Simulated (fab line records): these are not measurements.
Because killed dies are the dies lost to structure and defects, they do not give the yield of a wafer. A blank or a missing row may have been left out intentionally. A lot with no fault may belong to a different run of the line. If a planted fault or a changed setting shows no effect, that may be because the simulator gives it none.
fab line records || flow gf180mcu
[record] {"lots": 5, "wafers": 15, "last-day": 33}
route steps=602 shown MVSD@70 MVPSD@78 PASSIVATION@602
lots that met no fault: taken from a fault-free run of the same line
start-h: hours from the record's opening day to when the first of the lot's shown wafers began || wait-h: hours elapsed since this lot's preceding step || " the same as in the row above || L1.1+2: a single row standing in for several wafers || - either no value or no given start || * or withheld: withheld || < > ~ a bound
route shown NAME@n: names a module that has steps shown in the file, with the first one's number in the route || usual: mean/standard deviation taken from wafers without a fault || same: alike in all rows || chamber/n: place in a boat || sites: the reading at each site || _std_site: how widely they spread, as a standard deviation || _edge_site: outer sites' mean less inner sites' || radius-mm: for every site, how far away it sits from the centre of the wafer || mask NAME#n: copy n || behind: the tool/chamber that last shaped the wafer || hold: the reason the lot was held/the length of the hold in hours/how it ended || device: names the non-switching transistor (n, p or np) || end of line: at the end of the route, the tests of the same wafers || for a step that has no rows: nothing shown but its recipe || killed: the dies lost at the first sort to structure and to defects; this is not the yield of the wafer || map: a wafer's dies, marking killed ones x, the rest . and places with no die _
set.NAME: the setting the step ran with; set.NAME@STEP: the setting that earlier step ran with || model.NAME: the simulator's own value behind a step, which no gauge read
a table for each step, a row for each wafer; lots at some steps of the route
services: from which hour (start-h, from the record's first day; less than 0 if before it) a tool's chamber was out of use, for how many hours, and why
[[steps]]
[step GF_MVSD_EXPOSE_04]
[recipe] {"mask-id": "MVSD", "target-cd-nm": 1000, "na": 0.6, "source-shape": "conventional", "sigma-outer": 0.6, "dose-mj": 260}
[step GF_MVSD_PEB_05]
[recipe] {"temp-c": 115, "time-s": "withheld"}
[step GF_MVSD_DEVELOP_06]
[recipe] {"wall-angle-deg": 90, "develop-time-s": 60, "dev-temp-c": 23}
[step GF_MVSD_OVL_MEAS_07]
[usual] {"MVSD_OVL": "0.8/2"}
{"lot.wafer": "L674.2", "tool": "overlay-02", "chamber": "-", "start-h": 92.73, "wait-h": "-", "MVSD_OVL[nm]": 4.0}
{"lot.wafer": "L674.3", "tool": "overlay-02", "chamber": "-", "start-h": 92.73, "wait-h": "-", "MVSD_OVL[nm]": 2.7}
{"lot.wafer": "L674.5", "tool": "overlay-02", "chamber": "-", "start-h": 92.73, "wait-h": "-", "MVSD_OVL[nm]": 2.3}
{"lot.wafer": "L681.2", "tool": "overlay-02", "chamber": "-", "start-h": 134.10, "wait-h": "-", "MVSD_OVL[nm]": -0.2}
{"lot.wafer": "L681.3", "tool": "overlay-02", "chamber": "-", "start-h": 134.10, "wait-h": "-", "MVSD_OVL[nm]": 0.5}
{"lot.wafer": "L681.4", "tool": "overlay-02", "chamber": "-", "start-h": 134.10, "wait-h": "-", "MVSD_OVL[nm]": -0.6}
{"lot.wafer": "L685.2", "tool": "overlay-01", "chamber": "-", "start-h": 159.85, "wait-h": "-", "MVSD_OVL[nm]": -0.9}
{"lot.wafer": "L685.4", "tool": "overlay-01", "chamber": "-", "start-h": 159.85, "wait-h": "-", "MVSD_OVL[nm]": -2.9}
{"lot.wafer": "L685.5", "tool": "overlay-01", "chamber": "-", "start-h": 159.85, "wait-h": "-", "MVSD_OVL[nm]": -1.1}
{"lot.wafer": "L689.4", "tool": "overlay-01", "chamber": "-", "start-h": 180.21, "wait-h": "-", "MVSD_OVL[nm]": -4.0}
{"lot.wafer": "L689.5", "tool": "overlay-01", "chamber": "-", "start-h": 180.21, "wait-h": "-", "MVSD_OVL[nm]": -2.9}
{"lot.wafer": "L689.6", "tool": "overlay-01", "chamber": "-", "start-h": 180.21, "wait-h": "-", "MVSD_OVL[nm]": -0.1}
{"lot.wafer": "L693.2", "tool": "overlay-01", "chamber": "-", "start-h": 204.18, "wait-h": "-", "MVSD_OVL[nm]": -0.5}
{"lot.wafer": "L693.3", "tool": "overlay-01", "chamber": "-", "start-h": 204.18, "wait-h": "-", "MVSD_OVL[nm]": -3.1}
{"lot.wafer": "L693.6", "tool": "overlay-01", "chamber": "-", "start-h": 204.18, "wait-h": "-", "MVSD_OVL[nm]": -1.8}
[step GF_MVSD_IMPLANT_08]
[recipe] {"species": "P", "energy-kev": 400, "dose-cm2": 1.6e+13, "tilt-deg": 0}
[step GF_MVSD_IMPLANT_09]
[recipe] {"species": "P", "energy-kev": 100, "dose-cm2": 5e+12, "tilt-deg": 0}
[step GF_MVSD_STRIP_10]
[recipe] {"chemistry": "O2/N2", "power-w": 1400, "pressure-mtorr": 1500, "platen-temp-c": 250, "o2-flow-sccm": 3000, "n2-flow-sccm": 300, "overash-fraction": 0.5}
[usual] {"drypump-motor-current-A": "5.8/0.4", "heater-power-w": "338/25", "oes-product-au": "0.722/0.0045", "strip-time-to-endpoint-s": "36.93/0.088"}
{"lot.wafer": "L674.2", "tool": "plasma-asher-02", "chamber": 1, "start-h": 93.06, "wait-h": 0.1, "drypump-motor-current-A": 6.2, "heater-power-w": 326, "oes-product-au": 0.730, "rf-hours-counter-h": 43, "strip-time-to-endpoint-s": 36.98}
{"lot.wafer": "L674.3", "tool": "plasma-asher-02", "chamber": 1, "start-h": 93.06, "wait-h": 0.1, "drypump-motor-current-A": 6.2, "heater-power-w": 321, "oes-product-au": 0.724, "rf-hours-counter-h": "-", "strip-time-to-endpoint-s": 37.01}
{"lot.wafer": "L674.5", "tool": "plasma-asher-02", "chamber": 0, "start-h": 93.06, "wait-h": 0.1, "drypump-motor-current-A": 5.8, "heater-power-w": 376, "oes-product-au": 0.721, "rf-hours-counter-h": "-", "strip-time-to-endpoint-s": 36.98}
{"lot.wafer": "L681.2", "tool": "plasma-asher-02", "chamber": 1, "start-h": 134.43, "wait-h": 0.1, "drypump-motor-current-A": 6.2, "heater-power-w": 325, "oes-product-au": 0.723, "rf-hours-counter-h": 47, "strip-time-to-endpoint-s": 36.84}
{"lot.wafer": "L681.3", "tool": "plasma-asher-02", "chamber": 0, "start-h": 134.43, "wait-h": 0.1, "drypump-motor-current-A": 5.8, "heater-power-w": 384, "oes-product-au": 0.727, "rf-hours-counter-h": "-", "strip-time-to-endpoint-s": 36.77}
{"lot.wafer": "L681.4", "tool": "plasma-asher-02", "chamber": 1, "start-h": 134.43, "wait-h": 0.1, "drypump-motor-current-A": 6.2, "heater-power-w": 323, "oes-product-au": 0.721, "rf-hours-counter-h": "-", "strip-time-to-endpoint-s": 36.82}
{"lot.wafer": "L685.2", "tool": "plasma-asher-04", "chamber": 1, "start-h": 160.18, "wait-h": 0.1, "drypump-motor-current-A": 6.0, "heater-power-w": 309, "oes-product-au": 0.722, "rf-hours-counter-h": 50, "strip-time-to-endpoint-s": 36.88}
{"lot.wafer": "L685.4", "tool": "plasma-asher-04", "chamber": 0, "start-h": 160.18, "wait-h": 0.1, "drypump-motor-current-A": 5.2, "heater-power-w": 345, "oes-product-au": 0.717, "rf-hours-counter-h": "-", "strip-time-to-endpoint-s": 36.85}
{"lot.wafer": "L685.5", "tool": "plasma-asher-04", "chamber": 1, "start-h": 160.18, "wait-h": 0.1, "drypump-motor-current-A": 6.0, "heater-power-w": 309, "oes-product-au": 0.723, "rf-hours-counter-h": "-", "strip-time-to-endpoint-s": 36.84}
{"lot.wafer": "L689.4", "tool": "plasma-asher-04", "chamber": 0, "start-h": 180.56, "wait-h": 0.1, "drypump-motor-current-A": 5.2, "heater-power-w": 347, "oes-product-au": 0.729, "rf-hours-counter-h": "-", "strip-time-to-endpoint-s": 36.88}
{"lot.wafer": "L689.5", "tool": "plasma-asher-04", "chamber": 0, "start-h": 180.56, "wait-h": 0.1, "drypump-motor-current-A": 5.2, "heater-power-w": 337, "oes-product-au": 0.719, "rf-hours-counter-h": "-", "strip-time-to-endpoint-s": 36.92}
{"lot.wafer": "L689.6", "tool": "plasma-asher-04", "chamber": 1, "start-h": 180.56, "wait-h": 0.1, "drypump-motor-current-A": 6.1, "heater-power-w": 310, "oes-product-au": 0.721, "rf-hours-counter-h": "-", "strip-time-to-endpoint-s": 36.90}
{"lot.wafer": "L693.2", "tool": "plasma-asher-04", "chamber": 1, "start-h": 204.51, "wait-h": 0.1, "drypump-motor-current-A": 6.1, "heater-power-w": 308, "oes-product-au": 0.721, "rf-hours-counter-h": 55, "strip-time-to-endpoint-s": 36.95}
{"lot.wafer": "L693.3", "tool": "plasma-asher-04", "chamber": 1, "start-h": 204.51, "wait-h": 0.1, "drypump-motor-current-A": 6.1, "heater-power-w": 314, "oes-product-au": 0.731, "rf-hours-counter-h": "-", "strip-time-to-endpoint-s": 36.86}
{"lot.wafer": "L693.6", "tool": "plasma-asher-04", "chamber": 0, "start-h": 204.51, "wait-h": 0.1, "drypump-motor-current-A": 5.2, "heater-power-w": 350, "oes-product-au": 0.731, "rf-hours-counter-h": "-", "strip-time-to-endpoint-s": 36.97}
[step GF_MVSD_TW_MEAS_11]
[usual] {"MVSD_TW": "1587/20"}
{"lot.wafer": "L674.2", "tool": "film-metro-04", "chamber": "-", "start-h": 93.17, "wait-h": 0.1, "MVSD_TW": 1568}
{"lot.wafer": "L674.3", "tool": "film-metro-04", "chamber": "-", "start-h": 93.17, "wait-h": 0.1, "MVSD_TW": 1577}
{"lot.wafer": "L674.5", "tool": "film-metro-04", "chamber": "-", "start-h": 93.17, "wait-h": 0.1, "MVSD_TW": 1571}
{"lot.wafer": "L681.2", "tool": "film-metro-04", "chamber": "-", "start-h": 134.54, "wait-h": 0.1, "MVSD_TW": 1583}
{"lot.wafer": "L681.3", "tool": "film-metro-04", "chamber": "-", "start-h": 134.54, "wait-h": 0.1, "MVSD_TW": 1582}
{"lot.wafer": "L681.4", "tool": "film-metro-04", "chamber": "-", "start-h": 134.54, "wait-h": 0.1, "MVSD_TW": 1578}
{"lot.wafer": "L685.2", "tool": "film-metro-01", "chamber": "-", "start-h": 160.29, "wait-h": 0.1, "MVSD_TW": 1605}
{"lot.wafer": "L685.4", "tool": "film-metro-01", "chamber": "-", "start-h": 160.29, "wait-h": 0.1, "MVSD_TW": 1617}
{"lot.wafer": "L685.5", "tool": "film-metro-01", "chamber": "-", "start-h": 160.29, "wait-h": 0.1, "MVSD_TW": 1614}
{"lot.wafer": "L689.4", "tool": "film-metro-03", "chamber": "-", "start-h": 180.66, "wait-h": 0.1, "MVSD_TW": 1574}
{"lot.wafer": "L689.5", "tool": "film-metro-03", "chamber": "-", "start-h": 180.66, "wait-h": 0.1, "MVSD_TW": 1573}
{"lot.wafer": "L689.6", "tool": "film-metro-03", "chamber": "-", "start-h": 180.66, "wait-h": 0.1, "MVSD_TW": 1577}
{"lot.wafer": "L693.2", "tool": "film-metro-04", "chamber": "-", "start-h": 204.62, "wait-h": 0.1, "MVSD_TW": 1580}
{"lot.wafer": "L693.3", "tool": "film-metro-04", "chamber": "-", "start-h": 204.62, "wait-h": 0.1, "MVSD_TW": 1576}
{"lot.wafer": "L693.6", "tool": "film-metro-04", "chamber": "-", "start-h": 204.62, "wait-h": 0.1, "MVSD_TW": 1568}
[step GF_MVPSD_DEHYDRATE_00]
[recipe] {"temp-c": 200, "time-s": 60}
[step GF_MVPSD_HMDS_01]
[recipe] {"prime-time-s": 60, "prime-temp-c": 120}
[step GF_MVPSD_COAT_02]
[recipe] {"spin-rpm": 2000, "resist-thk-nm": 3000}
[step GF_MVPSD_SOFTBAKE_03]
[recipe] {"temp-c": 110, "time-s": "withheld"}
[step GF_MVPSD_EXPOSE_04]
[recipe] {"mask-id": "MVPSD", "target-cd-nm": 1000, "na": 0.6, "source-shape": "conventional", "sigma-outer": 0.6, "dose-mj": 260}
[same] {"sigma-outer": 0.6}
{"lot.wafer": "L674.2+3+5", "tool": "iline-stepper-02", "chamber": 0, "start-h": 100.17, "wait-h": "-", "mask": "MVPSD#0"}
{"lot.wafer": "L681.2+3+4", "tool": "iline-stepper-02", "chamber": 0, "start-h": 142.82, "wait-h": "-", "mask": "MVPSD#0"}
{"lot.wafer": "L685.2+4+5", "tool": "iline-stepper-01", "chamber": 0, "start-h": 168.30, "wait-h": "-", "mask": "MVPSD_R1#0"}
{"lot.wafer": "L689.4+5+6", "tool": "iline-stepper-01", "chamber": 0, "start-h": 188.69, "wait-h": "-", "mask": "MVPSD#0"}
{"lot.wafer": "L693.2+3+6", "tool": "iline-stepper-01", "chamber": 0, "start-h": 213.39, "wait-h": "-", "mask": "MVPSD#0"}
[step GF_MVPSD_PEB_05]
[recipe] {"temp-c": 115, "time-s": "withheld"}
[step GF_PASSIVATION_PROBE_99]
{"lot.wafer": "L674.2", "tool": "prober-02", "chamber": "-", "start-h": 680.61, "wait-h": 0.1, "model.etest.ldpmos_10p0.r-on-ohm-um": 1.107e+04, "model.etest.ldpmos_10p0.drive-ua-um": 262.7}
{"lot.wafer": "L674.3", "tool": "prober-02", "chamber": "-", "start-h": 680.66, "wait-h": 0.2, "model.etest.ldpmos_10p0.r-on-ohm-um": 1.111e+04, "model.etest.ldpmos_10p0.drive-ua-um": 264.9}
{"lot.wafer": "L674.5", "tool": "prober-02", "chamber": "-", "start-h": 680.76, "wait-h": 0.2, "model.etest.ldpmos_10p0.r-on-ohm-um": 1.111e+04, "model.etest.ldpmos_10p0.drive-ua-um": 258.4}
{"lot.wafer": "L681.2", "tool": "prober-01", "chamber": "-", "start-h": 734.73, "wait-h": 0.1, "model.etest.ldpmos_10p0.r-on-ohm-um": 1.102e+04, "model.etest.ldpmos_10p0.drive-ua-um": 257.6}
{"lot.wafer": "L681.3", "tool": "prober-01", "chamber": "-", "start-h": 734.78, "wait-h": 0.2, "model.etest.ldpmos_10p0.r-on-ohm-um": 1.098e+04, "model.etest.ldpmos_10p0.drive-ua-um": 264.1}
{"lot.wafer": "L681.4", "tool": "prober-01", "chamber": "-", "start-h": 734.83, "wait-h": 0.2, "model.etest.ldpmos_10p0.r-on-ohm-um": 1.114e+04, "model.etest.ldpmos_10p0.drive-ua-um": 258.4}
{"lot.wafer": "L685.2", "tool": "prober-01", "chamber": "-", "start-h": 762.98, "wait-h": 0.1, "model.etest.ldpmos_10p0.r-on-ohm-um": 1.162e+04, "model.etest.ldpmos_10p0.drive-ua-um": 244.4}
{"lot.wafer": "L685.4", "tool": "prober-01", "chamber": "-", "start-h": 763.08, "wait-h": 0.2, "model.etest.ldpmos_10p0.r-on-ohm-um": 1.163e+04, "model.etest.ldpmos_10p0.drive-ua-um": 245.9}
{"lot.wafer": "L685.5", "tool": "prober-01", "chamber": "-", "start-h": 763.13, "wait-h": 0.2, "model.etest.ldpmos_10p0.r-on-ohm-um": 1.166e+04, "model.etest.ldpmos_10p0.drive-ua-um": 245}
{"lot.wafer": "L689.4", "tool": "prober-01", "chamber": "-", "start-h": 779.63, "wait-h": 0.2, "model.etest.ldpmos_10p0.r-on-ohm-um": 1.107e+04, "model.etest.ldpmos_10p0.drive-ua-um": 260.3}
{"lot.wafer": "L689.5", "tool": "prober-01", "chamber": "-", "start-h": 779.68, "wait-h": 0.2, "model.etest.ldpmos_10p0.r-on-ohm-um": 1.119e+04, "model.etest.ldpmos_10p0.drive-ua-um": 256.7}
{"lot.wafer": "L689.6", "tool": "prober-01", "chamber": "-", "start-h": 779.73, "wait-h": 0.2, "model.etest.ldpmos_10p0.r-on-ohm-um": 1.12e+04, "model.etest.ldpmos_10p0.drive-ua-um": 253.8}
{"lot.wafer": "L693.2", "tool": "prober-02", "chamber": "-", "start-h": 800.23, "wait-h": 0.1, "model.etest.ldpmos_10p0.r-on-ohm-um": 1.109e+04, "model.etest.ldpmos_10p0.drive-ua-um": 263.2}
{"lot.wafer": "L693.3", "tool": "prober-02", "chamber": "-", "start-h": 800.28, "wait-h": 0.2, "model.etest.ldpmos_10p0.r-on-ohm-um": 1.101e+04, "model.etest.ldpmos_10p0.drive-ua-um": 263}
{"lot.wafer": "L693.6", "tool": "prober-02", "chamber": "-", "start-h": 800.43, "wait-h": 0.2, "model.etest.ldpmos_10p0.r-on-ohm-um": 1.117e+04, "model.etest.ldpmos_10p0.drive-ua-um": 263}
// killed by level:class
L674.2 V2:geometric-particle:open=6 V1:geometric-particle:open=3 V3:geometric-particle:open=3 V5:geometric-particle:open=3 V4:geometric-particle:short=2 POLY_GATE:geometric-particle:short=2 SAB:geometric-particle:open=2 CONTACT:geometric-particle:short=2
L674.3 V2:geometric-particle:open=7 V3:geometric-particle:open=6 V4:geometric-particle:open=6 CONTACT:geometric-particle:open=5 V1:geometric-particle:open=5 STI:geometric-particle:short=3 M1:geometric-particle:short=3 M5:geometric-particle:short=3
L674.5 V3:geometric-particle:short=5 V4:geometric-particle:open=5 V1:geometric-particle:open=3 V2:geometric-particle:short=3 V2:geometric-particle:open=3 V3:geometric-particle:open=3 STI:geometric-particle:open=2 STI:geometric-particle:short=2
L681.2 V2:geometric-particle:short=5 V3:geometric-particle:open=5 STI:geometric-particle:short=4 M5:geometric-particle:short=4 M1:geometric-particle:short=3 V2:geometric-particle:open=3 M3:geometric-particle:short=3 CONTACT:geometric-particle:open=2
L681.3 CONTACT:geometric-particle:open=6 V2:geometric-particle:open=4 V4:geometric-particle:open=4 STI:geometric-particle:open=3 M5:geometric-particle:short=3 SALICIDE:geometric-particle:open=2 V1:geometric-particle:short=2 V1:geometric-particle:open=2
L681.4 V1:geometric-particle:open=6 CONTACT:geometric-particle:open=5 CONTACT:geometric-particle:short=4 V2:geometric-particle:open=4 V3:geometric-particle:open=4 STI:geometric-particle:short=3 STI:geometric-particle:open=3 V5:geometric-particle:open=3
L689.4 V5:geometric-particle:open=7 STI:geometric-particle:open=4 V3:geometric-particle:open=4 STI:geometric-particle:short=3 V1:geometric-particle:open=3 CONTACT:geometric-particle:short=2 M1:geometric-particle:short=2 M3:geometric-particle:open=2
L689.5 CONTACT:geometric-particle:open=7 V2:geometric-particle:open=6 V1:geometric-particle:open=6 V4:geometric-particle:open=6 V5:geometric-particle:open=5 TOP_METAL:geometric-particle:short=3 STI:geometric-particle:short=2 V1:geometric-particle:short=2
L689.6 CONTACT:geometric-particle:open=6 V2:geometric-particle:open=5 V3:geometric-particle:open=5 V5:geometric-particle:open=5 CONTACT:geometric-particle:short=3 STI:geometric-particle:short=3 V1:geometric-particle:open=2 V4:geometric-particle:open=2
L693.2 STI:geometric-particle:open=5 V2:geometric-particle:open=4 V3:geometric-particle:open=4 CONTACT:geometric-particle:short=3 CONTACT:geometric-particle:open=3 V5:geometric-particle:short=3 STI:geometric-particle:short=2 V1:geometric-particle:open=2
L693.3 CONTACT:geometric-particle:short=6 V4:geometric-particle:open=5 POLY_GATE:geometric-particle:open=4 V3:geometric-particle:open=4 V4:geometric-particle:short=3 V5:geometric-particle:open=3 STI:geometric-particle:short=2 HV_LDD:geometric-particle:short=2
L693.6 V3:geometric-particle:open=6 V2:geometric-particle:open=5 V5:geometric-particle:open=5 M4:geometric-particle:short=4 POLY_GATE:geometric-particle:open=3 CONTACT:geometric-particle:open=3 V2:geometric-particle:short=3 STI:geometric-particle:open=2
[[services]]
{"tool": "iline-stepper-01", "chamber": "-", "start-h": 69.63, "hours": 1.7, "kind": "pm"}
{"tool": "iline-stepper-02", "chamber": "-", "start-h": 76.05, "hours": 5.6, "kind": "repair"}
{"tool": "plasma-asher-02", "chamber": "-", "start-h": 97.04, "hours": 2.4, "kind": "repair"}
{"tool": "plasma-asher-02", "chamber": "-", "start-h": 108.58, "hours": 4.0, "kind": "pm"}
{"tool": "plasma-asher-04", "chamber": "-", "start-h": 139.58, "hours": 0.6, "kind": "repair"}
{"tool": "plasma-asher-02", "chamber": "-", "start-h": 162.56, "hours": 3.5, "kind": "repair"}
{"tool": "plasma-asher-04", "chamber": "-", "start-h": 164.45, "hours": 2.8, "kind": "pm"}
{"tool": "plasma-asher-02", "chamber": "-", "start-h": 184.19, "hours": 0.7, "kind": "repair"}
{"tool": "iline-stepper-02", "chamber": 0, "start-h": 187.85, "hours": "-", "kind": "calibration"}
{"tool": "iline-stepper-02", "chamber": "-", "start-h": 201.03, "hours": 12.6, "kind": "repair"}
[[key]]
[first-sign] {"step": "GF_MVPSD_EXPOSE_04", "reading": "mask", "direction": "changed"}
effect none on later readings
[model-effect] {"step": "GF_PASSIVATION_PROBE_99", "value": "etest.ldpmos_10p0.r-on-ohm-um", "without": 1.12e+04, "struck": 1.164e+04}
met-at GF_MVPSD_EXPOSE_04
struck-wafers L685.2,L685.4,L685.5
sort-left-out L685.2,L685.4,L685.5
tester-left-out L685
[fault] {"kind": "wrong-mask", "tool": "any", "chamber": "-", "onset-h": 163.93, "steps": "GF_MVPSD_EXPOSE_04", "aux-copy": "MVPSD_R1#0", "cd-offset-nm": -120, "scope": "struck-lots-only"}
// tester-left-out: of these lots the tester's yield and bins aren't shown, on N5 and GAA mostly nor the transistor test; their killed dies are dies lost to structure and defects alone, not to doping, threshold or leakage, so they don't give the yield
// sort-left-out: the simulated sort isn't trusted on such a fault, so these wafers' sort isn't shown, and their yield isn't known
